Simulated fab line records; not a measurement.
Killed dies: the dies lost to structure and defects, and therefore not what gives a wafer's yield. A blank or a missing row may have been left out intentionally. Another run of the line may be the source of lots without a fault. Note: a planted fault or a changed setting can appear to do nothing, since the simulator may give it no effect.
What tool caused it? :: flow gf180mcu :: 15 lots, 45 wafers sampled, at 3 steps of a route of 602

WHAT THE GAUGES READ, wafer by wafer
GF_LVPWELL_OVL_MEAS_07. Usual: LVPWELL_OVL gives -0.9 nm (standard deviation 1.3).
lot: L904
measured: day 3 21:43
on: overlay-01
LVPWELL_OVL (nm): 0.8 0.1 -1.4
flag: 

lot: L905
measured: day 4 03:42
on: overlay-02
LVPWELL_OVL (nm): -2.0 0.6 -0.6
flag: 

lot: L906
measured: day 4 06:53
on: overlay-01
LVPWELL_OVL (nm): -1.1 -2.0 -2.4
flag: 

lot: L907
measured: day 4 14:31
on: overlay-02
LVPWELL_OVL (nm): 0.5 -0.3 1.0
flag: 

lot: L908
measured: day 4 18:55
on: overlay-02
LVPWELL_OVL (nm): -2.1 -1.7 -1.2
flag: 

lot: L913
measured: day 6 03:10
on: overlay-02
LVPWELL_OVL (nm): -3.4 -3.7 -0.7
flag: 

lot: L914
measured: day 6 05:22
on: overlay-01
LVPWELL_OVL (nm): -1.7 -0.9 1.1
flag: 

lot: L915
measured: day 6 12:43
on: overlay-01
LVPWELL_OVL (nm): -2.8 -2.3 -0.9
flag: 

lot: L920
measured: day 7 15:34
on: overlay-01
LVPWELL_OVL (nm): -2.5 -2.9 -2.2
flag: 

lot: L921
measured: day 7 19:20
on: overlay-02
LVPWELL_OVL (nm): -0.6 0.7 -0.2
flag: 

lot: L923
measured: day 8 07:56
on: overlay-01
LVPWELL_OVL (nm): -1.1 1.5 2.0
flag: 

lot: L924
measured: day 8 12:58
on: overlay-01
LVPWELL_OVL (nm): -1.5 -0.9 -0.4
flag: 

lot: L925
measured: day 8 17:43
on: overlay-02
LVPWELL_OVL (nm): 0.2 -0.8 0.2
flag: 

lot: L926
measured: day 9 01:06
on: overlay-02
LVPWELL_OVL (nm): -0.4 -0.4 -0.6
flag: 

lot: L927
measured: day 9 06:14
on: overlay-01
LVPWELL_OVL (nm): 0.9 0.9 0.3
flag: 

GF_POLY_GATE_THK_MEAS_01. Usual: POLY_GATE_CVD_00_THK gives 200.2 nm (standard deviation 1.9).
lot: L904
measured: day 8 11:53
on: film metro-03
POLY_GATE_CVD_00_THK (nm): 199.9 199.9 201.0
flag: 

lot: L905
measured: day 8 18:22
on: film metro-02
POLY_GATE_CVD_00_THK (nm): 195.6 197.0 197.2
flag: 

lot: L906
measured: day 9 01:53
on: film metro-03
POLY_GATE_CVD_00_THK (nm): 198.9 201.1 199.8
flag: 

lot: L907
measured: day 9 09:35
on: film metro-03
POLY_GATE_CVD_00_THK (nm): 198.0 199.2 199.2
flag: 

lot: L908
measured: day 9 12:25
on: film metro-03
POLY_GATE_CVD_00_THK (nm): 200.9 198.8 201.1
flag: 

lot: L920
measured: day 13 05:59
on: film metro-01
POLY_GATE_CVD_00_THK (nm): 201.3 201.6 202.3
flag: 

lot: L921
measured: day 13 14:14
on: film metro-01
POLY_GATE_CVD_00_THK (nm): 201.9 201.0 200.3
flag: 

lot: L923
measured: day 14 05:25
on: film metro-01
POLY_GATE_CVD_00_THK (nm): 201.9 202.5 202.5
flag: 

lot: L924
measured: day 14 11:14
on: film metro-01
POLY_GATE_CVD_00_THK (nm): 200.1 201.9 201.5
flag: 

lot: L925
measured: day 14 18:59
on: film metro-01
POLY_GATE_CVD_00_THK (nm): 202.6 200.5 201.6
flag: 

lot: L926
measured: day 15 00:26
on: film metro-01
POLY_GATE_CVD_00_THK (nm): 199.7 202.3 201.7
flag: 

lot: L927
measured: day 15 02:40
on: film metro-02
POLY_GATE_CVD_00_THK (nm): 198.4 199.2 195.9
flag: 

EACH LOT AND THE TOOL THAT RAN IT (in order: tool; ch and the chambers of the sampled wafers; start)
lot: L904
GF_VT_IMPLANT_DEVELOP_06: litho track-03 ch 0, day 5 15:33

lot: L905
GF_VT_IMPLANT_DEVELOP_06: litho track-03 ch 0, day 5 21:53

lot: L906
GF_VT_IMPLANT_DEVELOP_06: litho track-02 ch 0, day 6 03:01

lot: L907
GF_VT_IMPLANT_DEVELOP_06: litho track-03 ch 0, day 6 10:32

lot: L908
GF_VT_IMPLANT_DEVELOP_06: litho track-03 ch 0, day 6 14:18

lot: L913
GF_VT_IMPLANT_DEVELOP_06: litho track-02, day 8 02:40

lot: L914
GF_VT_IMPLANT_DEVELOP_06: litho track-02, day 8 05:31

lot: L915
GF_VT_IMPLANT_DEVELOP_06: litho track-02, day 8 12:37

lot: L920
GF_VT_IMPLANT_DEVELOP_06: litho track-01 ch 0, day 9 18:18

lot: L921
GF_VT_IMPLANT_DEVELOP_06: litho track-02 ch 0, day 9 22:55

lot: L923
GF_VT_IMPLANT_DEVELOP_06: litho track-03 ch 0, day 10 11:25

lot: L924
GF_VT_IMPLANT_DEVELOP_06: litho track-03 ch 0, day 10 18:43

lot: L925
GF_VT_IMPLANT_DEVELOP_06: litho track-03 ch 0, day 11 00:01

lot: L926
GF_VT_IMPLANT_DEVELOP_06: litho track-03 ch 0, day 11 06:00

lot: L927
GF_VT_IMPLANT_DEVELOP_06: litho track-03 ch 0, day 11 12:42
- GF_VT_IMPLANT_DEVELOP_06: develop time 60 s.

WHAT THE TOOLS THEMSELVES READ (means of the sampled wafers that have a number; where no wafer has one, the mark that the record gives instead)
GF_VT_IMPLANT_DEVELOP_06. Usual: 23.02 C for chill plate temp C, sd 0.11.
lot: L904
tool: litho track-03
chill plate temp C (C): 23.09
flag: 

lot: L905
tool: litho track-03
chill plate temp C (C): 22.92
flag: 

lot: L906
tool: litho track-02
chill plate temp C (C): 23.04
flag: 

lot: L907
tool: litho track-03
chill plate temp C (C): 23.00
flag: 

lot: L908
tool: litho track-03
chill plate temp C (C): 22.96
flag: 

lot: L913
tool: litho track-02
chill plate temp C (C): -
flag: OFF

lot: L914
tool: litho track-02
chill plate temp C (C): -
flag: OFF

lot: L915
tool: litho track-02
chill plate temp C (C): -
flag: OFF

lot: L920
tool: litho track-01
chill plate temp C (C): 22.99
flag: 

lot: L921
tool: litho track-02
chill plate temp C (C): 23.17
flag: 

lot: L923
tool: litho track-03
chill plate temp C (C): 23.09
flag: 

lot: L924
tool: litho track-03
chill plate temp C (C): 22.91
flag: 

lot: L925
tool: litho track-03
chill plate temp C (C): 22.97
flag: 

lot: L926
tool: litho track-03
chill plate temp C (C): 23.02
flag: 

lot: L927
tool: litho track-03
chill plate temp C (C): 22.92
flag: 

THE ANSWER, worked out from the rows above alone
Rule: lot off if the mean of its wafers having a number is beyond 3 standard deviations from the usual mean. A lot without any number at a reading at which 4 lots or more have one is off too. Any other lot the step has rows for is counted as sound. First the gauges in route order, then the tools' own readings, where a lot's mean is used as printed above. The first step at which some lot is off is used, and at that step the reading that is off furthest; a lot without a number counts as furthest.
Off at GF_VT_IMPLANT_DEVELOP_06 (chill plate temp C): L913, L914, L915. Without a number there: L913, L914, L915.
If a tool, at that step or one of the process steps before it, ran each lot that is off and ran no sound lot following the first of them, it fits. None of those tried fits.

WHAT THE SIMULATOR HAD INSERTED
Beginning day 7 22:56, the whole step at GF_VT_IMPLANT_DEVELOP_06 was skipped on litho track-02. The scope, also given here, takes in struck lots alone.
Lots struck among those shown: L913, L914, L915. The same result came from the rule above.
